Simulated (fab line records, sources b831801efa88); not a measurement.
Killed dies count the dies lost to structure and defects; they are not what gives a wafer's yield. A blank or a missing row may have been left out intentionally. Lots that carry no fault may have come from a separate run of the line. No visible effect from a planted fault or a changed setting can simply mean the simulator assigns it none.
fab line records	flow sky130
record: lots: 6	wafers: 18	lastDay: 50
route steps=708 shown NWELL@82 PWDE@84 VT_ADJUST_HVTP@85 PAD_OPEN@708
lots that met no fault: from a run of the same line without faults
startH: the number of hours between the record's first day and the start of the first shown wafer of the lot	waitH: time in hours since the lot's previous step	" repeats the value in the row above	L1.1+2: a single row standing in for several wafers	- no value, or no start was given	* or withheld: withheld	< > ~ a bound
route shown NAME@n: names a module that has steps shown in the file, with the first one's number in the route	usual: mean and standard deviation over wafers with no fault	same: alike in all rows	chamber/n: place in a boat	sites: the reading at each site	_std_site: the standard deviation of these	_edge_site: inner sites' mean taken away from outer sites' mean	radiusMm: for every site, how far away it sits from the centre of the wafer	mask NAME#n: copy n	behind: the most recent tool/chamber to have shaped the wafer	hold: the reason the lot was held/the length of the hold in hours/how it ended	device: whichever transistor did not switch (one of n, p or np)	end of line: tests run on the same wafers once the route is complete	a step with no rows: only its recipe	killed: dies that structure and defects cost at the first sort, which is not the same as the wafer's yield	map: a wafer's dies, marking killed ones x, the rest . and places with no die _
set.NAME: the setting the step ran with; set.NAME@STEP: the setting that earlier step ran with	model.NAME: the simulator's own value behind a step, which no gauge read
lots at selected steps of the route; one table per step, one row per wafer
services: when a tool's chamber went out of use (startH, in hours from the record's first day, below 0 if earlier), for how many hours, and the reason
== steps ==
step: SKY_NWELL_RS_MEAS_29
recipe: thkMeasGauge: four-point-probe
usual: NWELL_RS: 624.6/1.6
lot.wafer	tool	chamber	startH	waitH	NWELL_RS[ohm/sq]
L669.2	filmMetro-03	-	137.64	0.1	624.1
L669.4	"	-	"	"	626.7
L669.6	"	-	"	"	623.6
L670.4	filmMetro-01	-	146.32	0.1	628.2
L670.5	"	-	"	"	624.7
L670.6	"	-	"	"	625.0
L676.1	filmMetro-01	-	181.17	0.1	622.2
L676.2	"	-	"	"	623.5
L676.5	"	-	"	"	622.8
L680.3	filmMetro-04	-	204.41	0.1	624.5
L680.4	"	-	"	"	625.6
L680.6	"	-	"	"	624.0
L684.1	filmMetro-04	-	229.91	0.1	623.8
L684.2	"	-	"	"	622.8
L684.4	"	-	"	"	624.4
L685.1	filmMetro-01	-	240.71	0.1	625.1
L685.2	"	-	"	"	626.3
L685.6	"	-	"	"	625.0
step: SKY_NWELL_RS_MEAS_31
recipe: thkMeasGauge: four-point-probe
usual: PWDE_RS: 5273/19
lot.wafer	tool	chamber	startH	waitH	PWDE_RS[ohm/sq]
L669.2	filmMetro-03	-	137.88	0.1	5289
L669.4	"	-	"	"	5296
L669.6	"	-	"	"	5272
L670.4	filmMetro-01	-	146.56	0.1	5254
L670.5	"	-	"	"	5258
L670.6	"	-	"	"	5261
L676.1	filmMetro-01	-	181.41	0.1	5272
L676.2	"	-	"	"	5293
L676.5	"	-	"	"	5276
L680.3	filmMetro-04	-	204.65	0.1	5249
L680.4	"	-	"	"	5242
L680.6	"	-	"	"	5257
L684.1	filmMetro-04	-	230.15	0.1	5291
L684.2	"	-	"	"	5279
L684.4	"	-	"	"	5278
L685.1	filmMetro-01	-	240.95	0.1	5243
L685.2	"	-	"	"	5266
L685.6	"	-	"	"	5261
step: SKY_VT_ADJUST_HVTP_DEHYDRATE_00
recipe: tempC: 200	timeS: 60
step: SKY_VT_ADJUST_HVTP_HMDS_01
recipe: primeTimeS: 60	primeTempC: 120
step: SKY_VT_ADJUST_HVTP_COAT_02
recipe: resist: NOVOLAK	spinRpm: 3000	resistThkNm: 1140
step: SKY_VT_ADJUST_HVTP_SOFTBAKE_03
recipe: tempC: 90	timeS: 60	resist: NOVOLAK
step: SKY_VT_ADJUST_HVTP_EXPOSE_04
recipe: maskId: HVTPM	na: 0.6	sourceShape: conventional	sigmaOuter: 0.6	polarization: unpolarized	targetCdNm: 380	doseMj: 140
step: SKY_VT_ADJUST_HVTP_PEB_05
recipe: tempC: withheld	timeS: *	resist: NOVOLAK
step: SKY_VT_ADJUST_HVTP_DEVELOP_06
recipe: resist: NOVOLAK	developer: TMAH	developTimeS: 57.7	devTempC: 23
step: SKY_VT_ADJUST_HVTP_CD_MEAS_07
recipe: targetCdNm: 380
usual: cdNm: 380.1/2.5
lot.wafer	tool	chamber	startH	waitH	cdNm
L669.2	cdSem-01	-	157.59	0.1	384.3
L669.4	"	-	"	"	386.3
L669.6	"	-	"	"	387.7
L670.4	cdSem-01	-	166.60	0.1	385.0
L670.5	"	-	"	"	383.6
L670.6	"	-	"	"	383.9
L676.1	cdSem-02	-	201.46	0.1	383.2
L676.2	"	-	"	"	386.7
L676.5	"	-	"	"	386.6
L680.3	cdSem-01	-	225.35	0.1	378.8
L680.4	"	-	"	"	381.6
L680.6	"	-	"	"	382.2
L684.1	cdSem-01	-	252.92	0.1	377.0
L684.2	"	-	"	"	378.8
L684.4	"	-	"	"	379.3
L685.1	cdSem-02	-	264.56	0.1	380.9
L685.2	"	-	"	"	376.3
L685.6	"	-	"	"	381.1
step: SKY_VT_ADJUST_HVTP_OVL_MEAS_08
usual: VT_ADJUST_HVTP_OVL: 0.5/1.5
lot.wafer	tool	chamber	startH	waitH	VT_ADJUST_HVTP_OVL[nm]
L669.2	overlay-01	-	157.70	0.1	1.1
L669.4	"	-	"	"	1.3
L669.6	"	-	"	"	-0.6
L670.4	overlay-01	-	166.68	0.1	1.6
L670.5	"	-	"	"	1.3
L670.6	"	-	"	"	1.5
L676.1	overlay-02	-	201.58	0.1	0.6
L676.2	"	-	"	"	-1.5
L676.5	"	-	"	"	-0.1
L680.3	overlay-02	-	225.45	0.1	-0.6
L680.4	"	-	"	"	0.6
L680.6	"	-	"	"	1.2
L684.1	overlay-01	-	253.04	0.1	1.5
L684.2	"	-	"	"	0.7
L684.4	"	-	"	"	3.2
L685.1	overlay-01	-	264.68	0.1	2.7
L685.2	"	-	"	"	2.6
L685.6	"	-	"	"	2.6
step: SKY_VT_ADJUST_HVTP_IMPLANT_09
recipe: species: As	energyKev: 150	doseCm2: 4.3e+12	tiltDeg: withheld
usual: beamEnergyKeV: 150.00/0.042	endStationPressureTorr: 5.05e-06/2.6e-07
same: implantIonAmu: 75
lot.wafer	tool	chamber	startH	waitH	beamEnergyKeV	endStationPressureTorr	model.implant.rpNm	model.implant.drpNm
L669.2	implanter-02	0	157.75	0.0	157.20	4.87e-06	86.5	34.74
L669.4	"	0	"	"	157.24	4.79e-06	86.5	34.74
L669.6	"	0	"	"	157.23	5.12e-06	86.5	34.74
L670.4	implanter-02	0	166.77	0.1	157.30	4.8e-06	88.23	34.74
L670.5	"	0	"	"	157.35	4.99e-06	88.23	34.74
L670.6	"	0	"	"	157.23	5.27e-06	88.23	34.74
L676.1	implanter-04	0	201.62	0.0	149.97	4.96e-06	83.15	33.4
L676.2	"	0	"	"	150.04	5.4e-06	83.15	33.4
L676.5	"	0	"	"	149.90	4.91e-06	83.15	33.4
L680.3	implanter-03	0	225.52	0.1	149.97	4.96e-06	82.39	33.4
L680.4	"	0	"	"	150.04	4.93e-06	82.39	33.4
L680.6	"	0	"	"	150.02	4.94e-06	82.39	33.4
L684.1	implanter-02	0	253.08	0.0	149.95	5.01e-06	82.37	33.4
L684.2	"	0	"	"	150.00	5.54e-06	82.37	33.4
L684.4	"	0	"	"	149.95	5.06e-06	82.37	33.4
L685.1	implanter-03	0	264.72	0.0	149.95	4.91e-06	83.63	33.4
L685.2	"	0	"	"	149.93	5.12e-06	83.63	33.4
L685.6	"	0	"	"	149.90	5.06e-06	83.63	33.4
step: SKY_VT_ADJUST_HVTP_STRIP_10
recipe: chemistry: O2/N2	powerW: 1400	pressureMtorr: 1500	platenTempC: withheld	o2FlowSccm: 3000	n2FlowSccm: 300	overashFraction: 0.5
usual: drypumpMotorCurrentA: 6.0/0.36	o2FlowSccm: 2998/9.7	oesProductAu: 0.716/0.0046	stripTimeToEndpointS: 14.16/0.039
lot.wafer	tool	chamber	startH	waitH	drypumpMotorCurrentA	o2FlowSccm	oesProductAu	rfHoursCounterH	stripTimeToEndpointS
L669.2	plasmaAsher-03	1	157.88	0.1	6.2	2994	0.719	47	14.17
L669.4	"	1	"	"	6.2	3017	0.716	-	14.19
L669.6	"	1	"	"	6.2	3011	0.710	-	14.17
L670.4	plasmaAsher-03	1	166.88	0.1	6.2	3009	0.713	-	14.12
L670.5	"	0	"	"	6.2	3001	0.718	-	14.14
L670.6	"	1	"	"	6.2	2999	0.714	-	14.14
L676.1	plasmaAsher-04	1	201.77	0.1	6.3	3004	0.714	41	14.17
L676.2	"	0	"	"	5.8	3013	0.711	41	14.12
L676.5	"	0	"	"	5.8	3008	0.713	-	14.16
L680.3	plasmaAsher-03	0	225.65	0.1	6.2	3001	0.714	-	14.05
L680.4	"	1	"	"	6.2	2985	0.718	-	14.15
L680.6	"	1	"	"	6.2	2984	0.714	-	14.11
L684.1	plasmaAsher-03	0	253.23	0.1	6.2	3006	0.717	56	14.16
L684.2	"	1	"	"	6.2	2989	0.718	56	14.19
L684.4	"	0	"	"	6.2	3001	0.712	-	14.18
L685.1	plasmaAsher-03	1	264.87	0.1	6.2	2996	0.706	57	14.13
L685.2	"	0	"	"	6.2	2988	0.715	57	14.14
L685.6	"	0	"	"	6.2	2982	0.723	-	14.09
step: SKY_PAD_OPEN_PROBE_99
usual: killed_at_M0_to_M3: 43/7	killed_at_M4_up: 3.0/1.9	killedAtContacts: 24/4.6	killedAtFrontEnd: 15/4.1	killedAtOther: 0.3/0.52	killedDies: 84/9.7	killedOpen: 46/6.9	killedShort: 38/6.8
same: grossDies: 492	killedAtBackSide: 0
lot.wafer	tool	chamber	startH	waitH	killed_at_M0_to_M3	killed_at_M4_up	killedAtContacts	killedAtFrontEnd	killedAtOther	killedDies	killedOpen	killedShort	model.etest.tipP.rsOhmSq	model.etest.pfet_01v8_mvt.offLog10AUm	model.etest.pfet_01v8.offLog10AUm	model.etest.pfet_01v8_mvt.vtSatV	model.etest.pfet_01v8_mvt.vtV	model.etest.pfet_01v8_mvt.vtLongV	model.etest.pfet_01v8.vtV	model.etest.pfet_01v8.vtLongV
L669.2	prober-01	-	1108.15	0.1	32	2	27	22	0	83	46	36	6777	-10.41	-9.556	-0.547	-0.6325	-0.8392	-0.7657	-1.038
L669.4	prober-01	-	1108.25	0.2	46	2	24	14	0	86	51	35	6788	-10.42	-9.402	-0.5508	-0.6376	-0.8395	-0.7661	-1.033
L669.6	prober-01	-	1108.35	0.2	38	7	21	9	0	75	41	33	6774	-10.39	-9.818	-0.5562	-0.6378	-0.8413	-0.7773	-1.036
L670.4	prober-02	-	1116.35	0.2	41	0	27	20	0	88	44	43	6735	-9.752	-8.972	-0.4815	-0.5783	-0.7982	-0.7317	-1.014
L670.5	prober-02	-	1116.40	0.2	41	3	28	22	0	94	46	47	6688	-9.747	-8.838	-0.4863	-0.582	-0.8004	-0.7239	-1.017
L670.6	prober-02	-	1116.45	0.2	56	3	23	14	0	96	51	45	6672	-9.647	-9.046	-0.4955	-0.5865	-0.8052	-0.7386	-1.019
L676.1	prober-01	-	1150.93	0.1	41	9	26	11	1	88	41	46	6831	-10.64	-9.831	-0.5729	-0.6617	-0.8639	-0.7885	-1.054
L676.2	prober-01	-	1150.98	0.1	50	5	33	12	0	100	46	54	6869	-10.84	-9.957	-0.5805	-0.6639	-0.8641	-0.7929	-1.052
L676.5	prober-01	-	1151.13	0.2	46	2	24	17	1	90	44	45	6855	-10.8	-9.969	-0.5746	-0.6586	-0.8651	-0.7938	-1.053
L680.3	prober-01	-	1169.38	0.2	39	4	21	19	1	84	45	39	6887	-10.83	-10.3	-0.5753	-0.6594	-0.8679	-0.7887	-1.056
L680.4	prober-01	-	1169.43	0.2	37	2	30	9	0	78	42	36	6927	-10.98	-9.874	-0.5731	-0.6601	-0.8764	-0.7824	-1.062
L680.6	prober-01	-	1169.53	0.2	41	1	23	12	0	77	45	31	6908	-11.11	-10.26	-0.5915	-0.6725	-0.8804	-0.8067	-1.063
L684.1	prober-01	-	1188.53	0.1	39	2	30	10	0	81	35	46	6951	-11.13	-9.947	-0.5909	-0.671	-0.8781	-0.793	-1.063
L684.2	prober-01	-	1188.58	0.1	44	5	17	12	1	79	47	31	6908	-11.26	-10.47	-0.5982	-0.6778	-0.8803	-0.8038	-1.061
L684.4	prober-01	-	1188.68	0.2	41	1	17	11	1	71	38	33	7018	-11.03	-10.43	-0.5991	-0.6782	-0.8791	-0.804	-1.06
L685.1	prober-02	-	1194.58	0.1	43	3	22	20	0	88	44	44	6927	-10.7	-9.729	-0.5624	-0.6453	-0.8564	-0.7791	-1.046
L685.2	prober-02	-	1194.63	0.1	42	0	27	21	0	90	46	44	6905	-10.51	-9.3	-0.5546	-0.6423	-0.8536	-0.7703	-1.046
L685.6	prober-02	-	1194.83	0.2	52	1	25	16	1	95	43	52	6924	-10.28	-8.937	-0.5384	-0.632	-0.8509	-0.7539	-1.042
killed by level:class
L669.2 VIA1:geometricParticle:open=12 CONTACT:geometricParticle:open=11 FIELD_ISO:geometricParticle:short=6 LI_CONTACT:geometricParticle:open=6 CONTACT:geometricParticle:short=5 METAL1:geometricParticle:short=5 FIELD_ISO:geometricParticle:open=4 VIA3:geometricParticle:short=4
L669.4 VIA2:geometricParticle:open=10 CONTACT:geometricParticle:open=8 VIA1:geometricParticle:open=8 VIA3:geometricParticle:open=7 VIA1:geometricParticle:short=6 POLY_GATE:geometricParticle:open=5 CONTACT:geometricParticle:short=5 FIELD_ISO:geometricParticle:open=4
L669.6 VIA1:geometricParticle:open=10 VIA3:geometricParticle:open=8 METAL4:geometricParticle:short=7 VIA2:geometricParticle:open=6 LI_CONTACT:geometricParticle:open=6 CONTACT:geometricParticle:open=6 METAL3:geometricParticle:short=5 LOCAL_INTERCONNECT:geometricParticle:short=4
L670.4 LOCAL_INTERCONNECT:geometricParticle:short=9 VIA1:geometricParticle:open=8 POLY_GATE:geometricParticle:open=6 CONTACT:geometricParticle:open=6 METAL1:geometricParticle:short=5 VIA1:geometricParticle:short=5 METAL2:geometricParticle:short=5 VIA3:geometricParticle:open=5
L670.5 CONTACT:geometricParticle:open=12 METAL1:geometricParticle:short=8 METAL2:geometricParticle:short=7 VIA3:geometricParticle:open=7 VIA1:geometricParticle:open=6 FIELD_ISO:geometricParticle:open=5 LOCAL_INTERCONNECT:geometricParticle:short=5 FIELD_ISO:geometricParticle:short=4
L670.6 VIA1:geometricParticle:open=13 LI_CONTACT:geometricParticle:open=8 METAL1:geometricParticle:short=6 VIA1:geometricParticle:short=6 METAL2:geometricParticle:short=6 VIA3:geometricParticle:open=6 POLY_GATE:geometricParticle:short=5 METAL3:geometricParticle:short=5
L676.1 VIA1:geometricParticle:open=11 METAL2:geometricParticle:short=8 METAL4:geometricParticle:short=7 LOCAL_INTERCONNECT:geometricParticle:short=7 CONTACT:geometricParticle:short=7 LI_CONTACT:geometricParticle:open=5 CONTACT:geometricParticle:open=5 VIA3:geometricParticle:open=5
L676.2 METAL2:geometricParticle:short=9 CONTACT:geometricParticle:short=9 VIA2:geometricParticle:open=8 VIA1:geometricParticle:open=8 LI_CONTACT:geometricParticle:open=7 CONTACT:geometricParticle:open=7 VIA3:geometricParticle:open=7 LOCAL_INTERCONNECT:geometricParticle:short=6
L676.5 VIA1:geometricParticle:short=15 LI_CONTACT:geometricParticle:open=10 VIA2:geometricParticle:open=8 VIA1:geometricParticle:open=7 FIELD_ISO:geometricParticle:open=6 METAL2:geometricParticle:short=6 CONTACT:geometricParticle:open=5 POLY_GATE:geometricParticle:short=4
L680.3 VIA1:geometricParticle:open=11 CONTACT:geometricParticle:open=7 FIELD_ISO:geometricParticle:short=6 LOCAL_INTERCONNECT:geometricParticle:short=5 METAL1:geometricParticle:open=5 VIA3:geometricParticle:open=5 FIELD_ISO:geometricParticle:open=4 CONTACT:geometricParticle:short=4
L680.4 CONTACT:geometricParticle:open=13 CONTACT:geometricParticle:short=7 VIA1:geometricParticle:open=7 VIA3:geometricParticle:open=7 LOCAL_INTERCONNECT:geometricParticle:short=6 METAL1:geometricParticle:short=4 VIA2:geometricParticle:open=4 LI_CONTACT:geometricParticle:open=3
L680.6 CONTACT:geometricParticle:open=10 VIA1:geometricParticle:open=9 VIA3:geometricParticle:open=6 METAL1:geometricParticle:short=6 LI_CONTACT:geometricParticle:open=5 METAL2:geometricParticle:short=5 POLY_GATE:geometricParticle:short=4 CONTACT:geometricParticle:short=4
L684.1 CONTACT:geometricParticle:open=9 LI_CONTACT:geometricParticle:short=8 METAL2:geometricParticle:short=8 METAL1:geometricParticle:short=7 LOCAL_INTERCONNECT:geometricParticle:short=7 LI_CONTACT:geometricParticle:open=6 VIA1:geometricParticle:open=6 VIA2:geometricParticle:open=5
L684.2 VIA2:geometricParticle:open=10 VIA1:geometricParticle:open=9 CONTACT:geometricParticle:open=8 VIA3:geometricParticle:open=6 FIELD_ISO:geometricParticle:short=4 VIA2:geometricParticle:short=4 METAL1:geometricParticle:short=4 FIELD_ISO:geometricParticle:open=3
L684.4 VIA1:geometricParticle:open=9 METAL2:geometricParticle:short=9 LI_CONTACT:geometricParticle:open=7 CONTACT:geometricParticle:short=5 VIA3:geometricParticle:open=5 FIELD_ISO:geometricParticle:open=4 METAL1:geometricParticle:short=4 VIA2:geometricParticle:open=4
L685.1 VIA1:geometricParticle:open=8 VIA2:geometricParticle:open=7 CONTACT:geometricParticle:open=7 LI_CONTACT:geometricParticle:open=6 CONTACT:geometricParticle:short=6 METAL3:geometricParticle:short=6 METAL1:geometricParticle:short=5 VIA2:geometricParticle:short=5
L685.2 CONTACT:geometricParticle:short=8 VIA3:geometricParticle:open=8 CONTACT:geometricParticle:open=7 VIA2:geometricParticle:open=7 FIELD_ISO:geometricParticle:short=6 LI_CONTACT:geometricParticle:open=6 LOCAL_INTERCONNECT:geometricParticle:short=6 METAL1:geometricParticle:short=6
L685.6 LI_CONTACT:geometricParticle:open=8 VIA2:geometricParticle:open=8 VIA3:geometricParticle:open=8 VIA1:geometricParticle:short=7 METAL1:geometricParticle:short=7 POLY_GATE:geometricParticle:short=6 CONTACT:geometricParticle:open=6 METAL2:geometricParticle:short=6
== services ==
tool	chamber	startH	hours	kind
implanter-03	-	156.87	23.3	pm
plasmaAsher-04	-	225.61	1.2	repair
implanter-02	-	246.95	2.9	repair
implanter-03	-	262.09	2.5	repair
== key ==
firstSign: step: SKY_VT_ADJUST_HVTP_IMPLANT_09	reading: beamEnergyKeV	direction: up	sigmas: 99+	usual: *	struck: *
effect none on later readings
modelEffect: step: SKY_VT_ADJUST_HVTP_IMPLANT_09	value: implant.rpNm	without: 83.55	struck: 87.36
modelEffect: step: SKY_PAD_OPEN_PROBE_99	value: etest.tipP.rsOhmSq	without: 6892	struck: 6739
metAt SKY_VT_ADJUST_HVTP_IMPLANT_09
struckWafers L669.2,L669.4,L669.6,L670.4,L670.5,L670.6
testerLeftOut L669,L670
fault: kind: processParameterDrift	tool: implanter-02	chamber: -	onsetH: 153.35	steps: SKY_VT_ADJUST_HVTP_IMPLANT_09	channel: energyKev	offset: *	shape: step	endH: 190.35	actsIn: *	stated: *
testerLeftOut: of these lots the tester's yield and bins aren't shown, on N5 and GAA mostly nor the transistor test; their killed dies are dies lost to structure and defects alone, not to doping, threshold or leakage, so they don't give the yield
